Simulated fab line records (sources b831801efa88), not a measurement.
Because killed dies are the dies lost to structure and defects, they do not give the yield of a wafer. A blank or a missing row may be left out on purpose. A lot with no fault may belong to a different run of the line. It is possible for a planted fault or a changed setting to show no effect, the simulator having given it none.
One fault through the eyes of 2 desks :: flow sky130 :: numbers are kept per desk, each desk with only its own; the story behind them comes last

== FOR THE TOOL OWNER'S DESK: pvd_sputter-01 ==
The tool's own readings at SKY_METAL4_SPUTTER_01 (material TiN, target thk 20 nm, time 16.7 s): means of the sampled wafers that have a number, for each lot that ran on this tool. If a lot's mean is further than 4 standard deviations from the usual mean, the lot is out of limits and carries the mark OUT (the distance appears in the brackets).
Columns: A = throttle_valve_pct at SKY_METAL4_SPUTTER_01, usual 30.0 %
lot: L980
first seen here: day 40 13:41
A: 31.0

lot: L987
first seen here: day 42 13:25
A: 30.3

lot: L990
first seen here: day 43 06:37
A: 30.2
This desk's verdict: no lot among the 3 shows anything out of limits.

== AT THE METROLOGY DESK ==
Lot by lot, what the gauges showed, no matter which tool ran the lot: averages of those sampled wafers that carry a number. If a lot's mean is further than 4 standard deviations from the usual mean, the lot is out of limits and carries the mark OUT (the distance appears in the brackets).
Columns: A = VIA3_W_RS at SKY_VIA3_RS_MEAS_22, usual 0.293 ohm/sq; B = VIA3_W_THK at SKY_VIA3_THK_MEAS_23, usual 396 nm
lot: L980
first seen here: day 40 13:13
A: 0.294
B: 393

lot: L987
first seen here: day 42 12:49
A: 0.294
B: 390

lot: L990
first seen here: day 43 05:56
A: 0.293
B: 397

lot: L100
first seen here: day 45 23:48
A: 0.296
B: 398

lot: L102
first seen here: day 46 05:56
A: 0.294
B: 392
This desk's verdict: no lot among the 5 shows anything out of limits.

== BROUGHT TOGETHER ==
The desk of the tool owner found nothing out of limits.
From the metrology desk's view, nothing was out of limits.

== WHAT THE SIMULATOR HAD PUT IN ==
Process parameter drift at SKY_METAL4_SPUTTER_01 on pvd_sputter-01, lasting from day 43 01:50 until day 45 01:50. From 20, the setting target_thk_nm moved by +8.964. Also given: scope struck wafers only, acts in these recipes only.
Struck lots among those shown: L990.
